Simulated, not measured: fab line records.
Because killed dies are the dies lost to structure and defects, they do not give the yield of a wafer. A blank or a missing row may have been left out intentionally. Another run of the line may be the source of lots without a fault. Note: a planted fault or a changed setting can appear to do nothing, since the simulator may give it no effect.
Problem report in the 8D (eight disciplines) form, filled by code | flow gf180mcu | the parts of the form that need people (team, actions taken, sign-off) are left out

## 1. WHAT IS WRONG
Wafers without a fault read 21.01 C, standard deviation 0.11; developer temp C at GF_POLY_GATE_DEVELOP_09 reads a mean of 20.36 C on 5 wafers belonging to 2 lots. That puts it -5.9 standard deviations away from the usual mean.
The step: develop time 60 s.
Earliest sighting: wafer L864.5 on litho track-02 at day 14 20:37. The record holds 41 wafers of 14 lots with a number at this step. Rule for "out", or "out of limits": more than 4 standard deviations from the usual mean. Any other wafer with a number is counted as sound.

## 2. WHAT IT IS; WHAT IT IS NOT
question                    | is                     | is not
which readings at this step | developer temp C       | exhaust pa
which lots                  | L864, L865             | L845, L846, L848, L849, L850, L852, L853, L854, L855, L857, L858, L868
which wafers of those lots  | all that have a number | -
read on which tools         | litho track-02         | litho track-01, litho track-03
when                        | from day 14 20:37      | up to then (33 sound wafers); but 3 sound wafers of L868 came after

## 3. THE SUSPECTS, EACH WITH WHAT RULES IT OUT
Counting: a tool stays on the suspect list if, at a process step up to the reading, it processed all lots that are out and no sound lot following the first of them.
- litho track-02 at GF_POLY_GATE_DEVELOP_09 (develop time 60 s): kept. It ran every lot that is out, first L864 (day 14 20:37), and no sound lot after that; its last sound lot up to then is L852 (day 11 05:31). Out on those wafers are its own readings of developer temp C.
After counting, what remains is litho track-02 at GF_POLY_GATE_DEVELOP_09.

## 4. THE CAUSE (what the simulator had put in)
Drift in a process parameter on litho track-02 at GF_POLY_GATE_DEVELOP_09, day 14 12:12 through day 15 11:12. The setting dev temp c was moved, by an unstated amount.
After counting, this tool was the only one left.

## 5. THE EFFECT CHAIN, in route order
Rows list readings where the struck wafers' mean (over those with a number) sits beyond 3 standard deviations from the usual. Only readings for which the record gives a usual standard deviation are gone through. hours: the time from each lot's start at the first step in this table that gives one to its start at this step, as a median over the lots. sigmas: the change in usual standard deviations.
hours | step                    | reading          | usual   | on struck wafers | change | sigmas
0     | GF_POLY_GATE_DEVELOP_09 | developer temp C | 21.01 C | 20.36            | -0.65  | -5.9
Its process steps:
- GF_POLY_GATE_DEVELOP_09: develop time 60 s.
Later steps that measure or inspect, where all struck wafers having a row at the step show a number for every such reading and not one has moved that far: GF_CONTACT_OVL_MEAS_15.

## 6. HOW IT WOULD HAVE BEEN CAUGHT EARLIER
8 hours passed between the start of the fault at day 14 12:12 and the first reading out of limits in this record, taken at day 14 20:37.
